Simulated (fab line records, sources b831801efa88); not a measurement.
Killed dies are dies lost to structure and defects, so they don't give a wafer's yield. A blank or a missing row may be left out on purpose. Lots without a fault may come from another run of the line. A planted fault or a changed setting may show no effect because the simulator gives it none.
A struck lot beside a sound one | flow sfq_line | 14 steps out of a route of 325
Sound: wafers L766.1, L766.2, L766.3. Struck: wafer L772.1. (L772.3, L772.5 of the same lot were not struck and are left out.) The cause comes at the end.
At each step with rows: each side's tool, then ch and its chambers, then its first start. Under that, the readings that differ: sound wafers | struck wafers | difference of the means | sigmas: that difference in standard deviations of wafers without a fault.
alike: readings whose means differ by less than 2 such deviations, and words and numbers that are the same on both sides. not compared: withheld readings, readings that some wafer has no value for, bounds like >300 that may hide the same value, and numbers for which the record gives no deviation and whose values overlap.
The two part at a step that has a row with sigmas, a row that says differs or no value, or rows on one side only. Numbers that don't overlap but have no deviation are shown without sigmas and don't part them. A reading that every wafer of one side lacks parts them only if that side has two wafers or more.

first, 2 steps without rows for these wafers: SFQ_TRILAYER_I3_VIA_STRIP_SOLV_CLEAN_090 (cleans in NMP, time 600 s); SFQ_TRILAYER_M4_DEP_PRE_CLEAN_092 (time 22.5 s).
SFQ_TRILAYER_M4_DEP_SPUTTER_091: material Nb, target thk 200 nm, time 133.3 s.
  sound on pvd_sputter-05, day 38 03:02; struck on pvd_sputter-04, day 46 12:58
  alike: substrate_temp_c, throttle_valve_pct
SFQ_M4_RS_MEAS_924: measures by four-point-probe.
  sound on film_metro-03, day 38 03:08; struck on film_metro-01, day 46 13:03
  alike: M4_NB_RS
then, 6 steps without rows for these wafers: SFQ_TRILAYER_M4_LITHO_COAT_098 (resist thk 62 nm); SFQ_TRILAYER_M4_LITHO_COAT_093 (resist thk 600 nm); SFQ_TRILAYER_M4_LITHO_SOFTBAKE_097; SFQ_TRILAYER_M4_LITHO_EXPOSE_094 (exposes mask M4, target cd 500 nm); SFQ_TRILAYER_M4_LITHO_PEB_096 (peb time 60 s); SFQ_TRILAYER_M4_LITHO_DEVELOP_095 (time 60 s).
SFQ_M4_OVL_MEAS_926:
  sound on overlay-02, day 42 21:32; struck on overlay-02, day 46 22:52
  alike: M4_OVL
SFQ_TRILAYER_M4_BARC_OPEN_METAL_ETCH_123: etches BARC in O2, target depth 125 nm, time 41.7 s.
  sound on rie_metal-03 ch 0,1, day 42 21:34; struck on rie_metal-04 ch 1, day 46 22:55
  reading                                             | sound             | struck | difference | sigmas
  drypump_motor_current_A (A)                         | 6.3 6.5 6.4       | 5.0    | -1.4       | -2
  model.KrF_of_TRILAYER_M4_LITHO_COAT_093.thk_nm (nm) | 523.7 522.7 523.5 | 539.6  | +16.3      |
  alike: bias_w, oes_product_au, rf_fwd_power_W
  not compared: rf_hours_counter_h
SFQ_TRILAYER_M4_ETCH_METAL_ETCH_096: etches Nb in Cl2/Ar, stops on SiO2, target depth 240 nm, time 120 s.
  sound on rie_metal-03 ch 0,1, day 42 21:38; struck on rie_metal-04 ch 1, day 46 22:58
  reading                                             | sound             | struck | difference | sigmas
  drypump_motor_current_A (A)                         | 6.3 6.5 6.5       | 5.0    | -1.4       | -2
  model.KrF_of_TRILAYER_M4_LITHO_COAT_093.thk_nm (nm) | 380.4 380.9 381.8 | 399.5  | +18.5      |
  alike: bias_w, oes_product_au, rf_fwd_power_W
  not compared: rf_hours_counter_h
SFQ_TRILAYER_M4_STRIP_STRIP_097: strips in O2.
  sound on rie_metal-03 ch 0,1, day 42 21:45; struck on rie_metal-04 ch 1, day 46 23:05
  reading                     | sound       | struck | difference | sigmas
  drypump_motor_current_A (A) | 6.3 6.5 6.5 | 5.0    | -1.4       | -2
  alike: oes_product_au
  not compared: rf_hours_counter_h

WHERE THEY PART
First at SFQ_TRILAYER_M4_BARC_OPEN_METAL_ETCH_123; last, within this record, at SFQ_TRILAYER_M4_STRIP_STRIP_097.

WHY: what the simulator had put in
Process parameter drift: rie_metal-04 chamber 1, from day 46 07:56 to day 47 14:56, at SFQ_TRILAYER_M4_BARC_OPEN_METAL_ETCH_123. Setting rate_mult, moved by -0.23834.
